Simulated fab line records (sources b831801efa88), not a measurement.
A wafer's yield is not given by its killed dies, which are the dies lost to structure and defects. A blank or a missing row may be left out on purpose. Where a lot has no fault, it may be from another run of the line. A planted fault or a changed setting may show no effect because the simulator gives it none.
A struck lot beside a sound one / flow sfq-line / 14 steps out of a route of 325
Sound: wafers L843.1, L843.3, L843.5. Struck: wafers L854.1, L854.4, L854.5. The cause is named last.
Per side, at each step with rows, come the tool, then ch with its chambers, and then its first start. Under that, the readings that differ: sound wafers / struck wafers / difference of the means / sigmas: that difference in standard deviations of wafers without a fault.
alike: words and numbers the same on both sides, and readings whose means are apart by under 2 such deviations; not compared: readings that were withheld, readings missing a value for some wafer, numbers with overlapping values and no deviation given by the record, and bounds like >300 which may hide the same value.
The two part at a step that has a row with sigmas, a row that says differs or no value, or rows on one side only. When numbers do not overlap yet have no deviation, they are printed without sigmas and do not part them. A reading missing from all wafers of one side parts the sides only when that side holds two or more wafers.

SFQ_M5_OVL_MEAS_932:
  sound on overlay-02 at day 50 23:09; struck on overlay-01 at day 64 01:48
  alike: M5_OVL
SFQ_TRILAYER_M5_BARC_OPEN_METAL_ETCH_161: etches BARC in O2, target depth 125 nm, time 41.7 s.
  sound on rie-metal-04 ch 0,1, day 50 23:11; struck on rie-metal-04 ch 1, day 64 01:50
  alike: chamber-pressure-mTorr, drypump-motor-current-A, oes-product-au
  not compared: rf-hours-counter-h
then, 3 steps without rows for these wafers: SFQ_TRILAYER_M5_ETCH_METAL_ETCH_126 (etches Nb in Cl2/BCl3, stops on SiO2, time 203.2 s, target depth 265 nm); SFQ_TRILAYER_M5_STRIP_STRIP_127 (strips in O2); SFQ_TRILAYER_M5_STRIP_SOLV_CLEAN_128 (cleans in NMP, time 600 s).
SFQ_TRILAYER_A5B_DEP_PECVD_129: deposits SiO2 from SiH4/N2O, time 133.33 s, target thk 600 nm.
  sound on pecvd-02 ch 0,1, day 51 00:13; struck on pecvd-01 ch 0,1,2, day 64 03:02
  alike: heater-power-outer-w, heater-power-w, susceptor-temp-C, throttle-valve-pct
SFQ_TRILAYER_A5B_CMP_CMP_130: polishes, stops on Nb, target thk 340.7 nm.
  sound on cmp-02 ch 0,1,3, day 51 00:49; struck on cmp-02 ch 0,1,3, day 64 18:04
  alike: motor-current-A, platen-rpm
SFQ_TRILAYER_A5B_METRO_MEASURE_131:
  sound on film-metro-02 at day 51 03:49; struck on film-metro-02 at day 64 21:04
  alike: thk-nm
SFQ_TRILAYER_R5_DEP_SPUTTER_132: material Ti, target thk 5 nm, time 5 s.
  sound on pvd-sputter-04 at day 51 05:01; struck on pvd-sputter-06 at day 64 22:16
  alike: throttle-valve-pct
then, 2 steps without rows for these wafers: SFQ_TRILAYER_R5_DEP_SPUTTER_133 (material MoNx, target thk 40 nm, time 66.7 s); SFQ_TRILAYER_R5_DEP_SPUTTER_134 (material Ti, target thk 5 nm, time 5 s).
SFQ_R5_RS_MEAS_933: a four-point-probe measurement.
  sound on film-metro-03 at day 51 05:07; struck on film-metro-03 at day 64 22:22
  alike: R5_MONX_RS
SFQ_R5_THK_MEAS_934: measures by xrf.
  sound on film-metro-03 at day 51 05:14; struck on film-metro-03 at day 64 22:29
reading=R5_MONX_THK (nm); sound=40.7 40.8 40.6; struck=43.6 43.7 43.4; difference=+2.9; sigmas=+7
then, 1 step without rows for these wafers: SFQ_TRILAYER_R5_LITHO_COAT_141 (resist thk 62 nm).

== WHERE THEY PART ==
Only at SFQ_R5_THK_MEAS_934, as far as this record shows.

WHY: whatever the simulator had introduced
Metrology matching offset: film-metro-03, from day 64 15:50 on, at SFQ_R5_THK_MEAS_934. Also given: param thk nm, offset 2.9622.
